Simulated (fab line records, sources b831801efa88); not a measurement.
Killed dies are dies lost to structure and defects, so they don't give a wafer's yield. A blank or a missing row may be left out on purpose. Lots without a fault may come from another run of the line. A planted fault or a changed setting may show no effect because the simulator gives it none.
Chamber matching | flow gf180mcu | GF_V4_ETCH_16 on rie_diel-03: 4 sister chambers
The step etches BARC in N2/H2. 8 wafers are shown with their chamber, then 8 later ones without.

WAFERS WITH THEIR CHAMBER
wafer  | chamber | drypump_motor_current_A (A) | throttle_valve_pct (%)
L075.3 | 0       | 5.8                         | 13.230
L075.5 | 3       | 5.7                         | 13.219
L081.1 | 0       | 5.8                         | 13.230
L082.6 | 1       | 5.9                         | 13.233
L083.1 | 2       | 6.4                         | 13.216
L083.2 | 3       | 5.6                         | 13.214
L083.6 | 2       | 6.5                         | 13.224
L095.1 | 1       | 6.0                         | 13.207

WAFERS WITHOUT THEIR CHAMBER
wafer  | drypump_motor_current_A (A) | throttle_valve_pct (%)
L095.3 | 5.8                         | 13.241
L095.4 | 6.0                         | 13.216
L096.1 | 5.8                         | 13.246
L096.4 | 5.9                         | 13.215
L096.6 | 5.8                         | 13.232
L097.3 | 5.6                         | 13.215
L097.4 | 5.7                         | 13.230
L097.5 | 5.9                         | 13.207

WHICH CHAMBER EACH WENT THROUGH
wafer  | from the rows above     | in truth
L095.3 | 0                       | 0
L095.4 | 1                       | 1
L096.1 | can't be placed: 0 or 1 | 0
L096.4 | can't be placed: 1 or 0 | 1
L096.6 | 0                       | 0
L097.3 | 3                       | 3
L097.4 | can't be placed: 3 or 0 | 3
L097.5 | can't be placed: 1 or 0 | 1
Placed correctly: 4 of 8. Can't be placed from these rows: 4 (the true chamber is among the candidates in 4). Placed wrongly: 0.
How it was worked out, from the rows above alone: a wafer's distance from a chamber is the root of the sum, over the readings, of the square of ((its reading less the chamber's mean) divided by the reading's scatter). The wafer belongs to the nearest chamber; if the next one is less than 2 further off, it can't be placed. A chamber's mean is the mean of its shown wafers. The scatter: the root of (the sum of the squares of (reading less its chamber's mean) over the shown wafers, divided by (wafers less chambers)).
